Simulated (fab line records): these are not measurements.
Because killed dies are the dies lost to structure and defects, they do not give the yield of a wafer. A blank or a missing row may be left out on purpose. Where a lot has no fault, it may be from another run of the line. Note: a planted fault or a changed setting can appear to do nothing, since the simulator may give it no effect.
A struck lot beside a sound one || flow sky130 || 35 steps out of a route of 708
Sound: wafers L730.1, L730.3, L730.5. Struck: wafer L745.2. (L745.1, L745.5 of the same lot were not struck and are left out.) The cause comes at the end.
Order at every step that has rows: each side's tool, ch and its chambers, its first start. Under that, the readings that differ: sound wafers || struck wafers || difference of the means || sigmas: that difference in standard deviations of wafers without a fault.
alike: readings with means less than 2 such deviations apart, plus words and numbers identical on both sides. not compared: withheld readings, readings lacking a value on some wafer, bounds such as >300 that could conceal the same value, and numbers that have no deviation in the record and whose values overlap.
The two part at a step that has a row with sigmas, a row that says differs or no value, or rows on one side only. When numbers do not overlap yet have no deviation, they are printed without sigmas and do not part them. Lack of a reading on every wafer of one side parts them only where that side has two or more wafers.

first, 4 steps without rows for these wafers: SKY_METAL5_SOFTBAKE_10 (time 60 s); SKY_METAL5_EXPOSE_11 (exposes mask MM5, target cd 1600 nm); SKY_METAL5_PEB_12; SKY_METAL5_DEVELOP_13 (develop time 60 s).
SKY_METAL5_DESCUM_14: chemistry O2, time 11 s.
  sound on rie_metal-01 ch 0, day 45 02:14; struck on rie_metal-03 ch 1, day 49 01:47
  alike: chamber_pressure_mTorr, drypump_motor_current_A, he_backside_leak_sccm, oes_product_au
  not compared: rf_hours_counter_h
then, 1 step without rows for these wafers: SKY_METAL5_METAL_ETCH_15 (etches the open film in Cl2/BCl3, stops on SiO2, target depth 1260 nm, time 247.3 s).
SKY_METAL5_STRIP_16: strips in O2/N2.
  sound on plasma_asher-03 ch 0,1, day 45 02:30; struck on plasma_asher-04 ch 0, day 49 02:03
{"reading": "drypump_motor_current_A (A)", "sound": "5.6 5.8 5.5", "struck": 6.6, "difference": "+1.0", "sigmas": "+2"}
  alike: chamber_pressure_mTorr, oes_product_au, strip_time_to_endpoint_s
  not compared: rf_hours_counter_h
then, 3 steps without rows for these wafers: SKY_METAL5_STRIP_17 (strips in post etch residue remover, time 1200 s); SKY_METAL5_CLEAN_18 (cleans in IPA, time 180 s); SKY_METAL5_CLEAN_19 (cleans in O3/DIW).
SKY_PASSIVATION_CVD_00: deposits SiO2, target thk 90 nm.
  sound on pecvd-04 ch 0,1, day 45 03:05; struck on pecvd-04 ch 1, day 49 02:38
  alike: heater_power_w
SKY_PASSIVATION_THK_MEAS_01:
  sound on film_metro-02, day 45 03:08; struck on film_metro-03, day 49 02:40
  alike: PASSIVATION_CVD_00_THK
SKY_PASSIVATION_CVD_02: deposits Si3N4, target thk 540 nm.
  sound on pecvd-03 ch 0,1,2, day 45 03:11; struck on pecvd-03 ch 1, day 49 02:44
{"reading": "model.Si3N4_of_PASSIVATION_CVD_02.thk_nm (nm)", "sound": "535.5 546.4 543", "struck": 576.4, "difference": "+34.8", "sigmas": ""}
  alike: heater_power_w
SKY_PASSIVATION_THK_MEAS_03:
  sound on film_metro-01, day 45 03:25; struck on film_metro-03, day 49 03:04
{"reading": "PASSIVATION_CVD_02_THK (nm)", "sound": "535 546 543", "struck": 577, "difference": "+36", "sigmas": "+5"}
then, 7 steps without rows for these wafers: SKY_PASSIVATION_DEHYDRATE_04 (time 60 s); SKY_PASSIVATION_HMDS_05 (prime time 60 s); SKY_PASSIVATION_COAT_06 (resist thk 3000 nm); SKY_PASSIVATION_SOFTBAKE_07; SKY_PASSIVATION_EXPOSE_08 (exposes mask NSM, target cd 3000 nm); SKY_PASSIVATION_PEB_09; SKY_PASSIVATION_DEVELOP_10 (develop time 60 s).
SKY_PASSIVATION_ETCH_11: etches the open film in CF4/O2, stops on AlCu, target depth 725 nm, time 161.1 s.
  sound on rie_diel-01 ch 0,1,3, day 45 23:49; struck on rie_diel-01 ch 1, day 49 19:14
{"reading": "oes_product_au (a.u.)", "sound": "0.970 0.982 0.982", "struck": 1.004, "difference": "+0.026", "sigmas": "+3"}
{"reading": "model.etch.depth_nm (nm)", "sound": "700.7 708.4 709.5", "struck": 722.2, "difference": "+16.0", "sigmas": ""}
{"reading": "model.PASSIVATION.feature_depth_nm (nm)", "sound": "700.7 708.4 709.5", "struck": 722.2, "difference": "+16.0", "sigmas": ""}
  alike: chamber_pressure_mTorr, drypump_motor_current_A, throttle_valve_pct
  not compared: rf_hours_counter_h
SKY_PASSIVATION_STRIP_12: strips in O2/N2.
  sound on plasma_asher-01 ch 0,1, day 45 23:55; struck on plasma_asher-02 ch 1, day 49 19:20
  alike: chamber_pressure_mTorr, drypump_motor_current_A, oes_product_au, strip_time_to_endpoint_s
  not compared: rf_hours_counter_h
then, 7 steps without rows for these wafers: SKY_PAD_OPEN_DEHYDRATE_00 (time 60 s); SKY_PAD_OPEN_HMDS_01 (prime time 60 s); SKY_PAD_OPEN_COAT_02 (resist thk 3000 nm); SKY_PAD_OPEN_SOFTBAKE_03; SKY_PAD_OPEN_EXPOSE_04 (exposes mask PDM, target cd 60000 nm); SKY_PAD_OPEN_PEB_05; SKY_PAD_OPEN_DEVELOP_06 (develop time 57.12 s).
SKY_PAD_OPEN_ETCH_07: etches the open film in CF4/O2, stops on AlCu, target depth 725 nm, time 161.1 s.
  sound on rie_diel-04 ch 0,1,2, day 46 19:44; struck on rie_diel-02 ch 3, day 50 11:26
{"reading": "chamber_pressure_mTorr (mTorr)", "sound": "150.03 149.85 149.74", "struck": 150.21, "difference": "+0.34", "sigmas": "+2"}
{"reading": "drypump_motor_current_A (A)", "sound": "6.2 6.1 5.8", "struck": 4.7, "difference": -1.3, "sigmas": -2}
{"reading": "oes_product_au (a.u.)", "sound": "0.974 0.989 0.972", "struck": 0.996, "difference": "+0.018", "sigmas": "+2"}
{"reading": "model.PAD_OPEN.feature_depth_nm (nm)", "sound": "700.7 708.4 701.4", "struck": 735.9, "difference": "+32.4", "sigmas": ""}
{"reading": "model.etch.depth_nm (nm)", "sound": "700.7 708.4 701.4", "struck": 735.9, "difference": "+32.4", "sigmas": ""}
  alike: throttle_valve_pct
  not compared: rf_hours_counter_h
SKY_PAD_OPEN_STRIP_08: strips in O2/N2.
  sound on plasma_asher-02 ch 0,1, day 46 19:50; struck on plasma_asher-04 ch 1, day 50 11:32
  alike: chamber_pressure_mTorr, drypump_motor_current_A, oes_product_au, strip_time_to_endpoint_s
  not compared: rf_hours_counter_h
SKY_PAD_OPEN_STRIP_09: strips in post etch residue remover, time 1200 s.
  sound on wet_bench-03 ch 2, day 46 19:56; struck on wet_bench-01 ch 2, day 50 11:38
{"reading": "model.Si3N4_of_PASSIVATION_CVD_02.thk_nm (nm)", "sound": "535.2 546 542.6", "struck": 576, "difference": "+35", "sigmas": ""}
then, 1 step without rows for these wafers: SKY_PAD_OPEN_CLEAN_10 (cleans in IPA, time 180 s).
SKY_PAD_OPEN_PROBE_99:
  sound on prober-02, day 46 22:03; struck on prober-01, day 50 14:29
  alike: defect_limited_yield, killed_at_M0_to_M3, killed_at_M4_up, killed_at_contacts, killed_at_front_end, killed_at_other, killed_dies, killed_open, killed_short, sort_bin_3_pad_short, sort_bin_5_function, sort_bin_6_memory, sort_n_pass, sort_yield_pct

== WHERE THEY PART ==
Earliest at SKY_METAL5_STRIP_16; latest, in this record, at SKY_PAD_OPEN_ETCH_07. Later steps at which nothing parts them and some readings are alike: SKY_PAD_OPEN_STRIP_08, SKY_PAD_OPEN_PROBE_99.

WHY: whatever the simulator had introduced
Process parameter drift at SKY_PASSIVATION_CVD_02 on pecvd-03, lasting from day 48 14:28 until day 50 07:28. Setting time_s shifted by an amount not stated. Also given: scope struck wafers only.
